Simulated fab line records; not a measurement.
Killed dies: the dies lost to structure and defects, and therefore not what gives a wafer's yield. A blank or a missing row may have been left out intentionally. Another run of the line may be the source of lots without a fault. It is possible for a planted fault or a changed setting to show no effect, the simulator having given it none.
2 desks looking at one fault -- flow sky130 -- only its own numbers are on each desk; what lay behind them is given at the end

FOR THE TOOL OWNER'S DESK: litho-track-01
The tool's own readings at SKY_GATE_OXIDE_COAT_05 (resist thk 1140 nm): means of the sampled wafers that have a number, for each lot that ran on this tool. Marked OUT: a lot whose mean sits more than 4 standard deviations from the usual mean, which makes it out of limits; the brackets give that distance.
Columns: A = spin-speed-rpm at SKY_GATE_OXIDE_COAT_05, usual 3000.1 rpm
lot,first seen here,A
L473,day 14 00:26,2998.8
L474,day 14 09:12,3001.1
L475,day 14 14:53,2998.4
L489,day 19 09:27,3001.6
L491,day 20 03:43,2998.0
L492,day 20 14:31,3003.6
This desk's finding: nothing out of limits on any of the 6 lots.

METROLOGY DESK
Lot by lot, what the gauges showed, no matter which tool ran the lot: averages of those sampled wafers that carry a number. Marked OUT: a lot whose mean sits more than 4 standard deviations from the usual mean, which makes it out of limits; the brackets give that distance.
Columns: A = VT_ADJUST_LVTN_2_TW at SKY_VT_ADJUST_LVTN_TW_MEAS_21, usual 189.1; B = GATE_OXIDE_OVL at SKY_GATE_OXIDE_OVL_MEAS_10, usual 0.8 nm
lot,first seen here,A,B
L473,day 8 12:40,190.4,0.8
L474,day 8 17:38,187.4,-0.7
L475,day 8 22:59,188.5,0.3
L478,day 9 23:02,190.0,2.0
L484,day 11 07:14,188.3,1.1
L485,day 11 14:25,186.9,-0.2
L486,day 11 22:34,190.2,-1.3
L487,day 12 10:49,189.7,1.0
L489,day 12 15:33,187.6,1.1
L491,day 13 07:55,188.1,1.7
L492,day 13 14:35,190.2,0.1
L494,day 14 07:55,189.6,2.5
This desk's finding: nothing out of limits on any of the 12 lots.

BROUGHT TOGETHER
The desk of the tool owner found nothing out of limits.
The metrology desk saw nothing out of limits.

WHAT THE SIMULATOR PUT IN
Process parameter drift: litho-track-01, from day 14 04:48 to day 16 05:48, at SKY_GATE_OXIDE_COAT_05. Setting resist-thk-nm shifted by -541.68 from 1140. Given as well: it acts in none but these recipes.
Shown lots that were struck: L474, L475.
